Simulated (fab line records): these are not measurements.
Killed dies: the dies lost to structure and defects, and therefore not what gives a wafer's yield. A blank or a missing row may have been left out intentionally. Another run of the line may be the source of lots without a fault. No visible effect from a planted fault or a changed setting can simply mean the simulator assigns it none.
A single fault, viewed from 2 desks -- flow gf180mcu -- each desk has only its own numbers; what lay behind them comes last

FOR THE TOOL OWNER'S DESK: pecvd-03
The tool's own readings at GF_MIM_CVD_05 (deposits Si3N4, target thk 42 nm, time 29.086 s): means of the sampled wafers that have a number, for each lot that ran on this tool. Marked OUT: a lot whose mean sits more than 4 standard deviations from the usual mean, which makes it out of limits; the brackets give that distance.
Columns: A = heater power w at GF_MIM_CVD_05, usual 651 W
lot,first seen here,A
L562,day 24 17:31,669
L563,day 25 00:37,639
L566,day 25 19:13,679
L569,day 27 07:23,631
Finding of this desk: none of the 4 lots has anything out of limits.

THE METROLOGY DESK
Means of the sampled wafers that have a number, per lot and without regard to the tool the lot ran on: this is what the gauges read. Marked OUT: a lot whose mean sits more than 4 standard deviations from the usual mean, which makes it out of limits; the brackets give that distance.
Columns: A = MIM_CVD_05_THK at GF_MIM_THK_MEAS_06, usual 42.0 nm
lot,first seen here,A
L562,day 24 17:34,42.4
L563,day 25 00:39,42.2
L564,day 25 02:37,41.5
L565,day 25 17:26,41.9
L566,day 25 19:15,42.0
L569,day 27 07:25,44.8 (+5.9) OUT
L577,day 29 09:43,42.3
L580,day 29 23:14,41.8
L581,day 30 13:28,41.7
L583,day 30 20:02,41.8
L584,day 31 02:27,42.3
L585,day 31 09:32,42.5
This desk's result: L569 out of limits, first on L569 (MIM_CVD_05_THK at GF_MIM_THK_MEAS_06), day 27 07:25. In limits: L562, L563, L564, L565, L566, L577, L580, L581, L583, L584, L585.

TAKEN TOGETHER
At day 27 07:25 the metrology desk could have sounded an alarm, on L569.
The tool owner's desk saw nothing out of limits.
The tool owner's desk has L569 on record, within its limits.
All the named lots went through GF_MIM_CVD_05 on pecvd-03.

WHAT THE SIMULATOR HAD PUT IN
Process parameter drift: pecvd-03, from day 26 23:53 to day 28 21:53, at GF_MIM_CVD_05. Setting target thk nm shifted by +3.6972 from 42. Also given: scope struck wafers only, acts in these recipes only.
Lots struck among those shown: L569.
Time in hours between the start of the fault and the first out-of-limits reading at each desk: metrology desk, 8.
